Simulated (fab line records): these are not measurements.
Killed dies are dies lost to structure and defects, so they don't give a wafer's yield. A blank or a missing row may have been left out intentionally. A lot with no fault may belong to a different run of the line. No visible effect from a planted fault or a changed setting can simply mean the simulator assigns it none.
fab line records | flow sky130
record: lots: 11 | wafers: 33 | lastDay: 50
route steps=708 shown DNWELL@43 NWELL@81 VT_ADJUST_HVTP@89 PAD_OPEN@708
lots untouched by any fault: they come from a run of this same line in which no faults occurred
startH: start of the lot's first displayed wafer, in hours after the record's first day | waitH: hours elapsed since this lot's preceding step | " unchanged from the row above | L1.1+2: a single row standing in for several wafers | - either no value or no given start | * or withheld: withheld | < > ~ a bound
route shown NAME@n: NAME is a module with steps in the file, n the number in the route of the first one | usual: mean/standard deviation taken from wafers without a fault | same: alike in all rows | chamber/n: place in a boat | sites: the reading at each site | _std_site: their standard deviation | _edge_site: inner sites' mean taken away from outer sites' mean | radiusMm: for every site, how far away it sits from the centre of the wafer | mask NAME#n: copy n | behind: the last tool/chamber to shape the wafer | hold: cause of the lot's hold/its duration in hours/its outcome | device: transistor that didn't switch, given as n, p or np | end of line: the route-end tests of the same wafers | where a step has no rows: the recipe by itself | killed: not the wafer's yield, but the dies lost to structure and defects at the first sort | map: a wafer's dies, marking killed ones x, the rest . and places with no die _
set.NAME: setting as actually run; set.NAME@STEP: the setting as run at that earlier step | model.NAME: the simulator's own value behind a step, which no gauge read
steps of the route over a sample of lots; a table a step, a row a wafer
services: a tool's chamber out of use, with start hour (startH, from the record's first day; less than 0 if before it), hours out, and reason
== steps ==
step: SKY_DNWELL_STRIP_08
recipe: chemistry: O2/N2 | powerW: 1400 | pressureMtorr: 1500 | platenTempC: withheld | o2FlowSccm: 3000 | n2FlowSccm: 300 | overashFraction: 0.5
usual: chamberPressureMTorr: 1500.1/1.5 | drypumpMotorCurrentA: 5.9/0.56 | oesProductAu: 0.723/0.0045 | stripTimeToEndpointS: 37.00/0.1
lot.wafer | tool           | chamber | startH | waitH | chamberPressureMTorr | drypumpMotorCurrentA | oesProductAu | rfHoursCounterH | stripTimeToEndpointS
L171.1    | plasmaAsher-02 | 0       | 51.73  | 0.1   | 1500.3               | 5.0                  | 0.726        | 25              | 37.01
L171.3    | "              | 1       | "      | "     | 1497.9               | 5.6                  | 0.726        | -               | 37.09
L171.5    | "              | 0       | "      | "     | 1500.6               | 4.9                  | 0.720        | -               | 37.07
L173.4    | plasmaAsher-04 | 1       | 61.57  | 0.1   | 1498.8               | 6.6                  | 0.725        | -               | 36.93
L173.5    | "              | 0       | "      | "     | 1497.5               | 6.4                  | 0.721        | -               | 36.99
L173.6    | "              | 1       | "      | "     | 1500.6               | 6.6                  | 0.716        | -               | 37.12
L174.2    | plasmaAsher-02 | 1       | 75.97  | 0.1   | 1499.6               | 5.6                  | 0.721        | 27              | 36.99
L174.3    | "              | 1       | "      | "     | 1499.8               | 5.6                  | 0.728        | -               | 36.94
L174.4    | "              | 0       | "      | "     | 1500.5               | 5.0                  | 0.722        | -               | 37.01
L176.1    | plasmaAsher-03 | 0       | 83.23  | 0.1   | 1500.2               | 6.0                  | 0.727        | 38              | 37.04
L176.2    | "              | 1       | "      | "     | 1500.2               | 6.2                  | 0.724        | 38              | 37.15
L176.4    | "              | 1       | "      | "     | 1501.2               | 6.2                  | 0.724        | -               | 37.06
L175.1    | plasmaAsher-04 | 0       | 83.58  | 0.1   | 1500.6               | 6.4                  | 0.715        | 41              | 36.90
L175.3    | "              | 1       | "      | "     | 1499.0               | 6.6                  | 0.716        | -               | 36.99
L175.5    | "              | 0       | "      | "     | 1499.9               | 6.4                  | 0.733        | -               | 37.13
L177.3    | plasmaAsher-04 | 0       | 87.41  | 0.1   | 1498.0               | 6.4                  | 0.723        | -               | 37.00
L177.4    | "              | 1       | "      | "     | 1503.0               | 6.6                  | 0.720        | -               | 36.92
L177.6    | "              | 0       | "      | "     | 1499.2               | 6.4                  | 0.728        | -               | 37.00
L185.1    | plasmaAsher-04 | 1       | 126.83 | 0.1   | 1500.2               | 6.6                  | 0.725        | 46              | 37.20
L185.4    | "              | 1       | "      | "     | 1499.9               | 6.6                  | 0.725        | -               | 37.22
L185.6    | "              | 1       | "      | "     | 1498.6               | 6.6                  | 0.716        | -               | 37.06
L189.2    | plasmaAsher-03 | 1       | 153.59 | 0.1   | 1500.6               | 6.2                  | 0.720        | 4               | 37.01
L189.4    | "              | 1       | "      | "     | 1497.8               | 6.2                  | 0.723        | -               | 37.02
L189.5    | "              | 0       | "      | "     | 1500.3               | 6.0                  | 0.727        | -               | 36.99
L188.3    | plasmaAsher-02 | 1       | 153.92 | 0.1   | 1503.0               | 5.6                  | 0.721        | -               | 37.12
L188.5    | "              | 0       | "      | "     | 1501.0               | 5.0                  | 0.724        | -               | 37.21
L188.6    | "              | 1       | "      | "     | 1497.3               | 5.6                  | 0.733        | -               | 37.10
L190.1    | plasmaAsher-03 | 0       | 158.87 | 0.1   | 1500.7               | 6.1                  | 0.726        | 4               | 36.96
L190.4    | "              | 0       | "      | "     | 1501.7               | 6.0                  | 0.725        | -               | 37.14
L190.5    | "              | 0       | "      | "     | 1497.9               | 6.1                  | 0.726        | -               | 36.92
L193.1    | plasmaAsher-02 | 1       | 168.37 | 0.1   | 1498.4               | 5.6                  | 0.720        | 38              | 37.02
L193.3    | "              | 0       | "      | "     | 1500.6               | 5.0                  | 0.729        | -               | 36.92
L193.5    | "              | 1       | "      | "     | 1500.7               | 5.6                  | 0.720        | -               | 37.04
step: SKY_NWELL_RTA_28
recipe: tempC: 1050 | timeS: 30 | idleTempC: 650 | rampUpCPerS: 150 | rampDownCPerS: 90 | ambient: N2
usual: lampPowerPct: 25.31/0.059 | wafer_temp_C_max: 1054.8/0.96
lot.wafer | tool         | chamber | startH | waitH | lampPowerPct | wafer_temp_C_max
L171.1    | rtpAnneal-02 | 0       | 101.96 | 0.0   | 25.37        | 1055.5
L171.3    | "            | 0       | "      | "     | 25.34        | 1055.8
L171.5    | "            | 0       | "      | "     | 25.31        | 1054.9
L173.4    | rtpAnneal-01 | 0       | 112.27 | 0.1   | 25.42        | 1054.9
L173.5    | "            | 0       | "      | "     | 25.33        | 1054.6
L173.6    | "            | 0       | "      | "     | 25.29        | 1054.8
L174.2    | rtpAnneal-02 | 0       | 130.09 | 0.0   | 25.29        | 1054.2
L174.3    | "            | 0       | "      | "     | 25.35        | 1056.0
L174.4    | "            | 0       | "      | "     | 25.25        | 1054.3
L176.1    | rtpAnneal-01 | 0       | 137.31 | 0.0   | 25.30        | 1053.1
L176.2    | "            | 0       | "      | "     | 25.20        | 1055.5
L176.4    | "            | 0       | "      | "     | 25.30        | 1055.5
L175.1    | rtpAnneal-02 | 0       | 139.01 | 0.0   | 25.25        | 1054.5
L175.3    | "            | 0       | "      | "     | 25.25        | 1056.3
L175.5    | "            | 0       | "      | "     | 25.43        | 1054.1
L177.3    | rtpAnneal-01 | 0       | 142.60 | 0.0   | 25.39        | 1054.7
L177.4    | "            | 0       | "      | "     | 25.28        | 1054.2
L177.6    | "            | 0       | "      | "     | 25.29        | 1053.5
L185.1    | rtpAnneal-02 | 0       | 185.30 | 0.0   | 25.36        | 1054.1
L185.4    | "            | 0       | "      | "     | 25.38        | 1055.0
L185.6    | "            | 0       | "      | "     | 25.33        | 1054.2
L189.2    | rtpAnneal-01 | 0       | 215.09 | 0.0   | 25.34        | 1054.1
L189.4    | "            | 0       | "      | "     | 25.36        | 1057.1
L189.5    | "            | 0       | "      | "     | 25.28        | 1055.0
L188.3    | rtpAnneal-01 | 0       | 217.10 | 0.0   | 25.25        | 1055.5
L188.5    | "            | 0       | "      | "     | 25.23        | 1053.6
L188.6    | "            | 0       | "      | "     | 25.30        | 1054.3
L190.1    | rtpAnneal-02 | 0       | 223.26 | 0.0   | 25.30        | 1054.3
L190.4    | "            | 0       | "      | "     | 25.36        | 1055.0
L190.5    | "            | 0       | "      | "     | 25.42        | 1053.6
L193.1    | rtpAnneal-02 | 0       | 234.67 | 0.0   | 25.23        | 1056.8
L193.3    | "            | 0       | "      | "     | 25.23        | 1056.0
L193.5    | "            | 0       | "      | "     | 25.29        | 1054.3
step: SKY_NWELL_RS_MEAS_29
recipe: thkMeasGauge: four-point-probe
usual: NWELL_RS: 624.2/1.7
lot.wafer | tool         | chamber | startH | waitH | NWELL_RS[ohm/sq]
L171.1    | filmMetro-04 | -       | 102.06 | 0.1   | 623.1
L171.3    | "            | -       | "      | "     | 623.4
L171.5    | "            | -       | "      | "     | 622.0
L173.4    | filmMetro-02 | -       | 112.38 | 0.1   | 624.6
L173.5    | "            | -       | "      | "     | 624.1
L173.6    | "            | -       | "      | "     | 622.0
L174.2    | filmMetro-02 | -       | 130.19 | 0.1   | 624.5
L174.3    | "            | -       | "      | "     | 622.0
L174.4    | "            | -       | "      | "     | 624.4
L176.1    | filmMetro-01 | -       | 137.41 | 0.1   | 625.6
L176.2    | "            | -       | "      | "     | 625.4
L176.4    | "            | -       | "      | "     | 623.8
L175.1    | filmMetro-04 | -       | 139.11 | 0.1   | 626.1
L175.3    | "            | -       | "      | "     | 623.9
L175.5    | "            | -       | "      | "     | 626.4
L177.3    | filmMetro-02 | -       | 142.71 | 0.1   | 621.9
L177.4    | "            | -       | "      | "     | 620.6
L177.6    | "            | -       | "      | "     | 620.0
L185.1    | filmMetro-04 | -       | 185.40 | 0.1   | 627.9
L185.4    | "            | -       | "      | "     | 624.3
L185.6    | "            | -       | "      | "     | 624.3
L189.2    | filmMetro-04 | -       | 215.19 | 0.1   | 625.7
L189.4    | "            | -       | "      | "     | 624.9
L189.5    | "            | -       | "      | "     | 624.8
L188.3    | filmMetro-02 | -       | 217.21 | 0.1   | 622.0
L188.5    | "            | -       | "      | "     | 621.4
L188.6    | "            | -       | "      | "     | 620.9
L190.1    | filmMetro-02 | -       | 223.36 | 0.1   | 623.5
L190.4    | "            | -       | "      | "     | 623.2
L190.5    | "            | -       | "      | "     | 624.5
L193.1    | filmMetro-02 | -       | 234.77 | 0.1   | 624.9
L193.3    | "            | -       | "      | "     | 625.7
L193.5    | "            | -       | "      | "     | 625.5
step: SKY_VT_ADJUST_HVTP_EXPOSE_04
recipe: maskId: HVTPM | na: 0.6 | sourceShape: conventional | sigmaOuter: 0.6 | polarization: unpolarized | targetCdNm: 380 | doseMj: 140
same: sigmaOuter: 0.6
lot.wafer  | tool            | chamber | startH | waitH | mask
L171.1+3+5 | ilineStepper-01 | 0       | 110.83 | -     | HVTPM#0
L173.4+5+6 | ilineStepper-01 | 0       | 122.35 | -     | HVTPM#0
L174.2+3+4 | ilineStepper-01 | 0       | 139.28 | -     | HVN_STD_DERIVED#0
L176.1+2+4 | ilineStepper-01 | 0       | 146.93 | -     | HVTPM#0
L175.1+3+5 | ilineStepper-01 | 0       | 149.02 | -     | HVTPM#0
L177.3+4+6 | ilineStepper-02 | 0       | 152.14 | -     | HVTPM#0
L185.1+4+6 | ilineStepper-02 | 0       | 196.51 | -     | HVTPM#0
L189.2+4+5 | ilineStepper-01 | 0       | 227.13 | -     | HVTPM#0
L188.3+5+6 | ilineStepper-01 | 0       | 228.27 | -     | HVTPM#0
L190.1+4+5 | ilineStepper-02 | 0       | 233.91 | -     | HVTPM#0
L193.1+3+5 | ilineStepper-01 | 0       | 246.34 | -     | HVTPM#0
step: SKY_VT_ADJUST_HVTP_CD_MEAS_07
recipe: targetCdNm: 380
usual: cdNm: 378.4/2.6
lot.wafer | tool     | chamber | startH | waitH | cdNm
L171.1    | cdSem-02 | -       | 119.86 | 0.1   | 377.5
L171.3    | "        | -       | "      | "     | 380.0
L171.5    | "        | -       | "      | "     | 381.7
L173.4    | cdSem-01 | -       | 131.42 | 0.1   | 379.0
L173.5    | "        | -       | "      | "     | 378.7
L173.6    | "        | -       | "      | "     | 379.4
L174.2    | cdSem-01 | -       | 148.59 | 0.1   | -
L174.3    | "        | -       | "      | "     | -
L174.4    | "        | -       | "      | "     | -
L176.1    | cdSem-01 | -       | 156.26 | 0.1   | 382.5
L176.2    | "        | -       | "      | "     | 381.5
L176.4    | "        | -       | "      | "     | 379.4
L175.1    | cdSem-01 | -       | 158.43 | 0.1   | 381.1
L175.3    | "        | -       | "      | "     | 380.9
L175.5    | "        | -       | "      | "     | 380.3
L177.3    | cdSem-01 | -       | 161.02 | 0.2   | 377.1
L177.4    | "        | -       | "      | "     | 377.0
L177.6    | "        | -       | "      | "     | 378.9
L185.1    | cdSem-01 | -       | 207.43 | 0.1   | 379.5
L185.4    | "        | -       | "      | "     | 382.4
L185.6    | "        | -       | "      | "     | 379.8
L189.2    | cdSem-01 | -       | 237.83 | 0.1   | 378.5
L189.4    | "        | -       | "      | "     | 375.9
L189.5    | "        | -       | "      | "     | 378.2
L188.3    | cdSem-01 | -       | 238.87 | 0.1   | 381.7
L188.5    | "        | -       | "      | "     | 380.7
L188.6    | "        | -       | "      | "     | 378.3
L190.1    | cdSem-02 | -       | 244.73 | 0.1   | 382.9
L190.4    | "        | -       | "      | "     | 377.8
L190.5    | "        | -       | "      | "     | 382.0
L193.1    | cdSem-02 | -       | 256.91 | 0.1   | 374.3
L193.3    | "        | -       | "      | "     | 374.3
L193.5    | "        | -       | "      | "     | 372.4
step: SKY_VT_ADJUST_HVTP_TW_MEAS_11
usual: VT_ADJUST_HVTP_TW: 1352/11
lot.wafer | tool         | chamber | startH | waitH | hold                    | VT_ADJUST_HVTP_TW
L171.1    | filmMetro-01 | -       | 120.26 | 0.1   | -                       | 1356
L171.3    | "            | -       | "      | "     | -                       | 1353
L171.5    | "            | -       | "      | "     | -                       | 1358
L173.4    | filmMetro-02 | -       | 131.79 | 0.1   | -                       | 1358
L173.5    | "            | -       | "      | "     | -                       | 1352
L173.6    | "            | -       | "      | "     | -                       | 1355
L174.2    | filmMetro-01 | -       | 148.98 | 0.1   | awaitDispo/0.2h/release | 30
L174.3    | "            | -       | "      | "     | awaitDispo/0.2h/release | 30
L174.4    | "            | -       | "      | "     | awaitDispo/0.2h/release | 30
L174.2    | filmMetro-01 | -       | 149.21 | 0.2   | -                       | 30
L174.3    | "            | -       | "      | "     | -                       | 30
L174.4    | "            | -       | "      | "     | -                       | 30
L176.1    | filmMetro-03 | -       | 156.66 | 0.1   | -                       | 1333
L176.2    | "            | -       | "      | "     | -                       | 1335
L176.4    | "            | -       | "      | "     | -                       | 1338
L175.1    | filmMetro-02 | -       | 158.84 | 0.1   | -                       | 1346
L175.3    | "            | -       | "      | "     | -                       | 1350
L175.5    | "            | -       | "      | "     | -                       | 1348
L177.3    | filmMetro-02 | -       | 161.40 | 0.1   | -                       | 1343
L177.4    | "            | -       | "      | "     | -                       | 1353
L177.6    | "            | -       | "      | "     | -                       | 1342
L185.1    | filmMetro-03 | -       | 207.84 | 0.1   | -                       | 1346
L185.4    | "            | -       | "      | "     | -                       | 1338
L185.6    | "            | -       | "      | "     | -                       | 1347
L189.2    | filmMetro-03 | -       | 238.22 | 0.1   | -                       | 1340
L189.4    | "            | -       | "      | "     | -                       | 1351
L189.5    | "            | -       | "      | "     | -                       | 1353
L188.3    | filmMetro-01 | -       | 239.26 | 0.1   | -                       | 1361
L188.5    | "            | -       | "      | "     | -                       | 1374
L188.6    | "            | -       | "      | "     | -                       | 1369
L190.1    | filmMetro-02 | -       | 245.14 | 0.1   | -                       | 1362
L190.4    | "            | -       | "      | "     | -                       | 1359
L190.5    | "            | -       | "      | "     | -                       | 1359
L193.1    | filmMetro-02 | -       | 257.31 | 0.1   | -                       | 1363
L193.3    | "            | -       | "      | "     | -                       | 1356
L193.5    | "            | -       | "      | "     | -                       | 1356
step: SKY_PAD_OPEN_PROBE_99
usual: defectLimitedYield: 82.5/1.9 | killed_at_M0_to_M3: 43/7.2 | killed_at_M4_up: 3.3/2 | killedAtContacts: 25/5.8 | killedAtFrontEnd: 15/4.5 | killedAtOther: 0.3/0.62 | killedDies: 86/9.4 | killedOpen: 47/7.1 | killedShort: 39/6 | sort_bin_3_pad_short: 0.9/0.4 | sort_bin_5_function: 10.4/1.4 | sort_bin_6_memory: 6.2/1.1 | sort_bin_8_speed: 0.7/1.4 | sortNPass: 402/11 | sortYieldPct: 81.7/2.2
same: grossDies: 492 | killedAtBackSide: 0 | sort_bin_4_leakage[%]: 0
lot.wafer | tool      | chamber | startH  | waitH | defectLimitedYield[%] | killed_at_M0_to_M3 | killed_at_M4_up | killedAtContacts | killedAtFrontEnd | killedAtOther | killedDies | killedOpen | killedShort | sort_bin_3_pad_short[%] | sort_bin_5_function[%] | sort_bin_6_memory[%] | sort_bin_8_speed[%] | sortNPass | sortYieldPct[%]
L171.1    | prober-01 | -       | 1080.99 | 0.1   | 78.0                  | 58                 | 3               | 40               | 6                | 1             | 108        | 60         | 48          | 0                       | 13.2                   | 8.7                  | 0.4                 | 382       | 77.6
L171.3    | prober-01 | -       | 1081.09 | 0.2   | 79.9                  | 62                 | 3               | 25               | 9                | 0             | 99         | 52         | 47          | 1.0                     | 11.2                   | 7.9                  | 0.8                 | 389       | 79.1
L171.5    | prober-01 | -       | 1081.19 | 0.2   | 83.1                  | 53                 | 2               | 19               | 8                | 1             | 83         | 45         | 38          | 0.2                     | 12.0                   | 4.7                  | 1.8                 | 400       | 81.3
L176.1    | prober-01 | -       | 1107.14 | 0.1   | 84.6                  | 29                 | 5               | 30               | 12               | 0             | 76         | 32         | 44          | 0.8                     | 9.1                    | 5.5                  | 0.6                 | 413       | 83.9
L176.2    | prober-01 | -       | 1107.19 | 0.1   | 84.1                  | 34                 | 3               | 23               | 17               | 1             | 78         | 41         | 37          | 0.8                     | 10.0                   | 5.1                  | 0.2                 | 413       | 83.9
L176.4    | prober-01 | -       | 1107.29 | 0.2   | 81.5                  | 41                 | 1               | 32               | 17               | 0             | 91         | 49         | 42          | 0.2                     | 11.8                   | 6.5                  | 0                   | 401       | 81.5
L175.1    | prober-02 | -       | 1110.01 | 0.1   | 86.8                  | 28                 | 4               | 15               | 18               | 0             | 65         | 32         | 33          | 0.8                     | 8.1                    | 4.3                  | 0.6                 | 424       | 86.2
L175.3    | prober-02 | -       | 1110.11 | 0.2   | 80.1                  | 54                 | 1               | 18               | 25               | 0             | 98         | 48         | 50          | 0.8                     | 11.2                   | 7.9                  | 0.4                 | 392       | 79.7
L175.5    | prober-02 | -       | 1110.21 | 0.2   | 81.9                  | 48                 | 2               | 20               | 19               | 0             | 89         | 46         | 41          | 0.6                     | 10.2                   | 7.3                  | 0.2                 | 402       | 81.7
L177.3    | prober-01 | -       | 1111.61 | 0.2   | 82.5                  | 48                 | 5               | 18               | 14               | 1             | 86         | 47         | 39          | 0.4                     | 10.6                   | 6.5                  | 0.2                 | 405       | 82.3
L177.4    | prober-01 | -       | 1111.66 | 0.2   | 83.9                  | 40                 | 1               | 28               | 10               | 0             | 79         | 42         | 37          | 0.6                     | 9.8                    | 5.7                  | 0.4                 | 411       | 83.5
L177.6    | prober-01 | -       | 1111.76 | 0.2   | 83.3                  | 48                 | 7               | 17               | 9                | 1             | 82         | 41         | 41          | 0.8                     | 9.3                    | 6.5                  | 0                   | 410       | 83.3
L185.1    | prober-01 | -       | 1155.57 | 0.1   | 82.7                  | 40                 | 3               | 31               | 11               | 0             | 85         | 54         | 31          | 0.6                     | 10.4                   | 6.3                  | 0.6                 | 404       | 82.1
L185.4    | prober-01 | -       | 1155.72 | 0.2   | 82.1                  | 51                 | 6               | 22               | 9                | 0             | 88         | 39         | 49          | 1.8                     | 11.2                   | 4.9                  | 0.2                 | 403       | 81.9
L185.6    | prober-01 | -       | 1155.82 | 0.2   | 82.5                  | 41                 | 6               | 25               | 14               | 0             | 86         | 46         | 39          | 1.2                     | 10.0                   | 6.3                  | 0.2                 | 405       | 82.3
L189.2    | prober-02 | -       | 1176.18 | 0.1   | 85.0                  | 38                 | 1               | 16               | 18               | 1             | 74         | 30         | 44          | 1.4                     | 8.3                    | 5.3                  | 0.2                 | 417       | 84.8
L189.4    | prober-02 | -       | 1176.28 | 0.2   | 84.6                  | 34                 | 2               | 25               | 14               | 1             | 76         | 43         | 33          | 0.6                     | 9.6                    | 5.3                  | 0                   | 416       | 84.6
L189.5    | prober-02 | -       | 1176.33 | 0.2   | 84.1                  | 40                 | 2               | 17               | 19               | 0             | 78         | 39         | 39          | 0.2                     | 9.6                    | 6.1                  | 0.4                 | 412       | 83.7
L188.3    | prober-01 | -       | 1181.22 | 0.2   | 84.1                  | 40                 | 3               | 21               | 14               | 0             | 78         | 49         | 29          | 0.4                     | 8.5                    | 6.9                  | 0                   | 414       | 84.1
L188.5    | prober-01 | -       | 1181.32 | 0.2   | 81.3                  | 35                 | 8               | 25               | 24               | 0             | 92         | 42         | 49          | 1.2                     | 10.8                   | 6.7                  | 0                   | 400       | 81.3
L188.6    | prober-01 | -       | 1181.37 | 0.2   | 83.1                  | 42                 | 1               | 28               | 12               | 0             | 83         | 41         | 41          | 1.2                     | 10.6                   | 5.1                  | 0.2                 | 408       | 82.9
killed by level:class
L171.1 LI_CONTACT:geometricParticle:open=16 VIA1:geometricParticle:open=15 CONTACT:geometricParticle:open=10 VIA2:geometricParticle:open=8 VIA1:geometricParticle:short=7 LOCAL_INTERCONNECT:geometricParticle:short=6 METAL1:geometricParticle:short=6 VIA3:geometricParticle:open=6
L171.3 VIA1:geometricParticle:open=20 METAL2:geometricParticle:short=8 CONTACT:geometricParticle:open=8 VIA1:geometricParticle:short=8 VIA3:geometricParticle:short=7 FIELD_ISO:geometricParticle:open=6 LI_CONTACT:geometricParticle:open=5 CONTACT:geometricParticle:short=5
L171.5 VIA1:geometricParticle:open=11 VIA2:geometricParticle:open=9 VIA1:geometricParticle:short=8 LI_CONTACT:geometricParticle:open=7 VIA3:geometricParticle:short=7 CONTACT:geometricParticle:open=5 VIA3:geometricParticle:open=5 METAL1:geometricParticle:short=4
L176.1 CONTACT:geometricParticle:open=9 CONTACT:geometricParticle:short=7 VIA1:geometricParticle:open=5 POLY_GATE:geometricParticle:short=5 LI_CONTACT:geometricParticle:open=5 LOCAL_INTERCONNECT:geometricParticle:short=5 METAL3:geometricParticle:short=5 LI_CONTACT:geometricParticle:short=4
L176.2 CONTACT:geometricParticle:open=12 POLY_GATE:geometricParticle:open=5 METAL2:geometricParticle:short=5 LI_CONTACT:geometricParticle:open=5 VIA1:geometricParticle:short=5 METAL1:geometricParticle:open=4 VIA1:geometricParticle:open=4 VIA3:geometricParticle:short=4
L176.4 VIA1:geometricParticle:open=12 LI_CONTACT:geometricParticle:open=9 CONTACT:geometricParticle:open=9 FIELD_ISO:geometricParticle:short=7 CONTACT:geometricParticle:short=7 METAL1:geometricParticle:short=6 VIA2:geometricParticle:open=5 VIA1:geometricParticle:short=5
L175.1 POLY_GATE:geometricParticle:short=6 VIA3:geometricParticle:open=6 POLY_GATE:geometricParticle:open=5 LOCAL_INTERCONNECT:geometricParticle:short=5 VIA1:geometricParticle:open=5 METAL3:geometricParticle:short=4 CONTACT:geometricParticle:open=4 METAL1:geometricParticle:short=4
L175.3 VIA1:geometricParticle:open=15 METAL1:geometricParticle:short=7 POLY_GATE:geometricParticle:short=6 FIELD_ISO:geometricParticle:open=5 VIA2:geometricParticle:open=5 LOCAL_INTERCONNECT:geometricParticle:short=5 VIA1:geometricParticle:short=5 METAL2:geometricParticle:short=5
L175.5 VIA2:geometricParticle:open=11 VIA1:geometricParticle:open=8 POLY_GATE:geometricParticle:open=6 METAL1:geometricParticle:short=6 CONTACT:geometricParticle:open=6 METAL2:geometricParticle:short=6 VIA1:geometricParticle:short=5 FIELD_ISO:geometricParticle:short=4
L177.3 VIA1:geometricParticle:open=9 LI_CONTACT:geometricParticle:open=6 CONTACT:geometricParticle:open=6 METAL1:geometricParticle:short=6 VIA1:geometricParticle:short=6 VIA2:geometricParticle:open=6 VIA3:geometricParticle:open=5 FIELD_ISO:geometricParticle:short=4
L177.4 CONTACT:geometricParticle:open=13 VIA1:geometricParticle:open=7 METAL2:geometricParticle:short=7 CONTACT:geometricParticle:short=6 VIA2:geometricParticle:open=6 LI_CONTACT:geometricParticle:open=5 METAL1:geometricParticle:short=4 METAL3:geometricParticle:short=4
L177.6 VIA3:geometricParticle:open=17 METAL1:geometricParticle:short=7 VIA1:geometricParticle:open=7 METAL4:geometricParticle:short=6 LI_CONTACT:geometricParticle:open=5 METAL2:geometricParticle:short=5 POLY_GATE:geometricParticle:open=4 LOCAL_INTERCONNECT:geometricParticle:short=3
L185.1 LI_CONTACT:geometricParticle:open=13 VIA1:geometricParticle:open=12 CONTACT:geometricParticle:open=9 METAL1:geometricParticle:short=5 VIA3:geometricParticle:open=4 VIA1:geometricParticle:short=4 VIA2:geometricParticle:open=4 FIELD_ISO:geometricParticle:open=3
L185.4 VIA1:geometricParticle:open=18 METAL1:geometricParticle:short=8 CONTACT:geometricParticle:open=6 LI_CONTACT:geometricParticle:short=5 CONTACT:geometricParticle:short=5 VIA1:geometricParticle:short=5 METAL2:geometricParticle:short=5 LI_CONTACT:geometricParticle:open=4
L185.6 VIA1:geometricParticle:open=15 CONTACT:geometricParticle:open=11 METAL1:geometricParticle:short=7 CONTACT:geometricParticle:short=6 POLY_GATE:geometricParticle:open=5 VIA1:geometricParticle:short=4 VIA2:geometricParticle:short=4 METAL4:geometricParticle:short=4
L189.2 VIA1:geometricParticle:short=11 FIELD_ISO:geometricParticle:open=5 LI_CONTACT:geometricParticle:open=5 VIA1:geometricParticle:open=5 METAL2:geometricParticle:short=5 FIELD_ISO:geometricParticle:short=4 METAL1:geometricParticle:short=4 VIA2:geometricParticle:open=4
L189.4 CONTACT:geometricParticle:open=12 METAL1:geometricParticle:short=9 CONTACT:geometricParticle:short=7 VIA1:geometricParticle:open=6 LI_CONTACT:geometricParticle:open=5 POLY_GATE:geometricParticle:short=4 VIA2:geometricParticle:open=4 SPACER:geometricParticle:open=3
L189.5 VIA2:geometricParticle:open=10 FIELD_ISO:geometricParticle:short=6 VIA1:geometricParticle:short=6 VIA1:geometricParticle:open=6 FIELD_ISO:geometricParticle:open=5 METAL1:geometricParticle:short=5 VIA2:geometricParticle:short=5 VIA3:geometricParticle:open=4
L188.3 VIA1:geometricParticle:open=14 CONTACT:geometricParticle:open=7 VIA3:geometricParticle:open=7 LI_CONTACT:geometricParticle:open=6 METAL1:geometricParticle:short=5 POLY_GATE:geometricParticle:open=4 POLY_GATE:geometricParticle:short=4 LOCAL_INTERCONNECT:geometricParticle:short=4
L188.5 CONTACT:geometricParticle:open=10 METAL2:geometricParticle:short=10 VIA1:geometricParticle:open=9 FIELD_ISO:geometricParticle:short=8 CONTACT:geometricParticle:short=6 FIELD_ISO:geometricParticle:open=5 LI_CONTACT:geometricParticle:open=5 METAL4:geometricParticle:short=5
L188.6 LI_CONTACT:geometricParticle:open=9 CONTACT:geometricParticle:open=8 METAL2:geometricParticle:short=6 METAL1:geometricParticle:short=6 VIA1:geometricParticle:open=6 VIA1:geometricParticle:short=5 FIELD_ISO:geometricParticle:open=4 LI_CONTACT:geometricParticle:short=4
== services ==
tool            | chamber | startH | hours | kind
plasmaAsher-03  | -       | 30.77  | 3.4   | repair
plasmaAsher-03  | -       | 45.49  | 5.4   | repair
ilineStepper-02 | -       | 48.96  | 8.9   | pm
ilineStepper-01 | 0       | 60.03  | -     | calibration
plasmaAsher-03  | -       | 60.66  | 5.5   | repair
plasmaAsher-04  | -       | 78.23  | 2.8   | pm
plasmaAsher-03  | -       | 108.75 | 9.0   | pm
plasmaAsher-03  | 0       | 108.75 | 9.0   | ventCycle
plasmaAsher-03  | 1       | 108.75 | 9.0   | ventCycle
plasmaAsher-03  | 0       | 117.75 | -     | clean
plasmaAsher-03  | 1       | 117.75 | -     | clean
rtpAnneal-01    | -       | 125.61 | 2.4   | pm
plasmaAsher-04  | -       | 142.19 | 0.4   | repair
ilineStepper-02 | -       | 147.81 | 1.7   | pm
plasmaAsher-04  | -       | 157.71 | 30.0  | pm
plasmaAsher-02  | -       | 173.78 | 0.4   | repair
rtpAnneal-02    | -       | 185.70 | 32.2  | pm
plasmaAsher-04  | -       | 208.07 | 2.9   | repair
ilineStepper-01 | -       | 211.71 | 1.7   | pm
ilineStepper-02 | 0       | 221.66 | -     | calibration
ilineStepper-02 | -       | 244.36 | 2.1   | pm
== key ==
firstSign: step: SKY_VT_ADJUST_HVTP_EXPOSE_04 | reading: mask | direction: changed
effect: step: SKY_VT_ADJUST_HVTP_CD_MEAS_07 | reading: cdNm | direction: missing
effect: step: SKY_VT_ADJUST_HVTP_TW_MEAS_11 | reading: visit | direction: added
effect: step: SKY_VT_ADJUST_HVTP_TW_MEAS_11 | reading: VT_ADJUST_HVTP_TW | direction: down | sigmas: 99+ | usual: 1352 | struck: 30
metAt SKY_VT_ADJUST_HVTP_EXPOSE_04
struckLots L174
scrappedBehind SKY_VT_ADJUST_HVTP_TW_MEAS_11 L174.2,L174.3,L174.4
notActingAt SKY_DNWELL_STRIP_08,SKY_NWELL_RTA_28,SKY_NWELL_RS_MEAS_29
onsetBetween 122.35 139.28
fault: kind: wrongMask | tool: any | chamber: - | onsetH: 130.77 | steps: SKY_VT_ADJUST_HVTP_EXPOSE_04 | auxCopy: HVN_STD_DERIVED#0 | scope: struckLotsOnly
